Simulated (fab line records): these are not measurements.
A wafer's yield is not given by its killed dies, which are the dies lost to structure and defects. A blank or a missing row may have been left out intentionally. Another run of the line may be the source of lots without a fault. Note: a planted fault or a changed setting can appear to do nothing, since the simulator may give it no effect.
Struck lot and sound lot, side by side ; flow sky130 ; 35 steps out of a route of 708
Sound: wafers L429.3, L429.5, L429.6. Struck: wafer L424.4 (left out: L424.2, L424.6 of the same lot, which were not struck); the cause appears at the end.
For every step that has rows: the tool of each side, followed by ch and its chambers, followed by its first start. Under that, the readings that differ: sound wafers ; struck wafers ; difference of the means ; sigmas: that difference in standard deviations of wafers without a fault.
alike: same words and numbers on both sides, and readings whose means sit less than 2 such deviations apart. not compared: any withheld reading, any reading some wafer has no value for, any bound like >300 that may hide the same value, and any number with overlapping values for which the record gives no deviation.
Wherever a step has rows on one side only, a row that says differs or no value, or a row with sigmas, the two part there. Non-overlapping numbers with no deviation appear without sigmas and do not part them. Lack of a reading on every wafer of one side parts them only where that side has two or more wafers.

first, 4 steps without rows for these wafers: SKY_METAL5_SOFTBAKE_10 (time 60 s); SKY_METAL5_EXPOSE_11 (exposes mask MM5, target cd 1600 nm); SKY_METAL5_PEB_12; SKY_METAL5_DEVELOP_13 (develop time 60 s).
SKY_METAL5_DESCUM_14: chemistry O2, time 11 s.
  sound on rie metal-01 ch 0,1, day 48 03:16; struck on rie metal-01 ch 0, day 46 19:37
  alike: drypump motor current A, oes product au
  not compared: rf hours counter h
then, 1 step without rows for these wafers: SKY_METAL5_METAL_ETCH_15 (etches the open film in Cl2/BCl3, stops on SiO2, target depth 1260 nm, time 252 s).
SKY_METAL5_STRIP_16: strips in O2/N2.
  sound on plasma asher-01 ch 0,1, day 48 03:33; struck on plasma asher-01 ch 0, day 46 19:53
  alike: drypump motor current A, n2 flow sccm, oes product au, strip time to endpoint s
  not compared: rf hours counter h
then, 3 steps without rows for these wafers: SKY_METAL5_STRIP_17 (strips in post etch residue remover, time 1200 s); SKY_METAL5_CLEAN_18 (cleans in IPA, time 180 s); SKY_METAL5_CLEAN_19 (cleans in O3/DIW).
SKY_PASSIVATION_CVD_00: deposits SiO2, target thk 90 nm.
  sound on pecvd-03 ch 0,2, day 48 04:07; struck on pecvd-03 ch 0, day 46 20:28
  alike: heater power w
SKY_PASSIVATION_THK_MEAS_01:
  sound on film metro-03, day 48 04:09; struck on film metro-02, day 46 20:31
  alike: PASSIVATION_CVD_00_THK
SKY_PASSIVATION_CVD_02: deposits Si3N4, target thk 540 nm.
  sound on pecvd-01 ch 1,2, day 48 04:11; struck on pecvd-02 ch 1, day 46 20:34
reading;sound;struck;difference;sigmas
model.Si3N4_of_PASSIVATION_CVD_02.thk nm (nm);546.3 552.9 539.5;574;+28;
  alike: heater power w
SKY_PASSIVATION_THK_MEAS_03:
  sound on film metro-03, day 48 04:26; struck on film metro-02, day 46 20:47
reading;sound;struck;difference;sigmas
PASSIVATION_CVD_02_THK (nm);546 553 539;575;+29;+4
then, 7 steps without rows for these wafers: SKY_PASSIVATION_DEHYDRATE_04 (time 60 s); SKY_PASSIVATION_HMDS_05 (prime time 60 s); SKY_PASSIVATION_COAT_06 (resist thk 3000 nm); SKY_PASSIVATION_SOFTBAKE_07; SKY_PASSIVATION_EXPOSE_08 (exposes mask NSM, target cd 3000 nm); SKY_PASSIVATION_PEB_09; SKY_PASSIVATION_DEVELOP_10 (develop time 60 s).
SKY_PASSIVATION_ETCH_11: etches the open film in CF4/O2, stops on AlCu, target depth 725 nm, time 161.1 s.
  sound on rie diel-04 ch 0,1,3, day 48 23:04; struck on rie diel-04 ch 0, day 47 17:25
  alike: drypump motor current A, oes product au, throttle valve pct
  not compared: rf hours counter h, model.PASSIVATION.feature depth nm, model.etch.depth nm
SKY_PASSIVATION_STRIP_12: strips in O2/N2.
  sound on plasma asher-01 ch 0,1, day 48 23:12; struck on plasma asher-02 ch 1, day 47 17:31
  alike: drypump motor current A, n2 flow sccm, oes product au, strip time to endpoint s
  not compared: rf hours counter h
then, 7 steps without rows for these wafers: SKY_PAD_OPEN_DEHYDRATE_00 (time 60 s); SKY_PAD_OPEN_HMDS_01 (prime time 60 s); SKY_PAD_OPEN_COAT_02 (resist thk 3000 nm); SKY_PAD_OPEN_SOFTBAKE_03; SKY_PAD_OPEN_EXPOSE_04 (exposes mask PDM, target cd 60000 nm); SKY_PAD_OPEN_PEB_05; SKY_PAD_OPEN_DEVELOP_06 (develop time 60 s).
SKY_PAD_OPEN_ETCH_07: etches the open film in CF4/O2, stops on AlCu, target depth 725 nm, time 161.1 s.
  sound on rie diel-04 ch 0,1,3, day 49 16:19; struck on rie diel-03 ch 1, day 48 12:49
reading;sound;struck;difference;sigmas
oes product au (a.u.);0.977 0.972 0.977;0.997;+0.022;+3
model.etch.depth nm (nm);711.3 702.2 703.4;732.9;+27.3;
model.PAD_OPEN.feature depth nm (nm);711.3 702.2 703.4;732.9;+27.3;
  alike: drypump motor current A, throttle valve pct
  not compared: rf hours counter h
SKY_PAD_OPEN_STRIP_08: strips in O2/N2.
  sound on plasma asher-03 ch 0,1, day 49 16:27; struck on plasma asher-03 ch 1, day 48 12:55
reading;sound;struck;difference;sigmas
n2 flow sccm (sccm);300.5 299.6 299.7;298.2;-1.7;-2
  alike: drypump motor current A, oes product au
  not compared: rf hours counter h
SKY_PAD_OPEN_STRIP_09: strips in post etch residue remover, time 1200 s.
  sound on wet bench-01 ch 1, day 49 16:31; struck on wet bench-04 ch 0, day 48 13:01
reading;sound;struck;difference;sigmas
bath guard temp C (C);72.9 72.6 72.8;71.2;-1.6;-4
model.Si3N4_of_PASSIVATION_CVD_02.thk nm (nm);545.9 552.6 539.1;573.7;+27.8;
then, 1 step without rows for these wafers: SKY_PAD_OPEN_CLEAN_10 (cleans in IPA, time 180 s).
SKY_PAD_OPEN_PROBE_99:
  rows exist in the record for the sound wafers here (prober-02, day 49 18:45), none for the struck ones

## WHERE THEY PART
Earliest at SKY_PASSIVATION_THK_MEAS_03; latest, in this record, at SKY_PAD_OPEN_PROBE_99.

WHY: what had been put in by the simulator
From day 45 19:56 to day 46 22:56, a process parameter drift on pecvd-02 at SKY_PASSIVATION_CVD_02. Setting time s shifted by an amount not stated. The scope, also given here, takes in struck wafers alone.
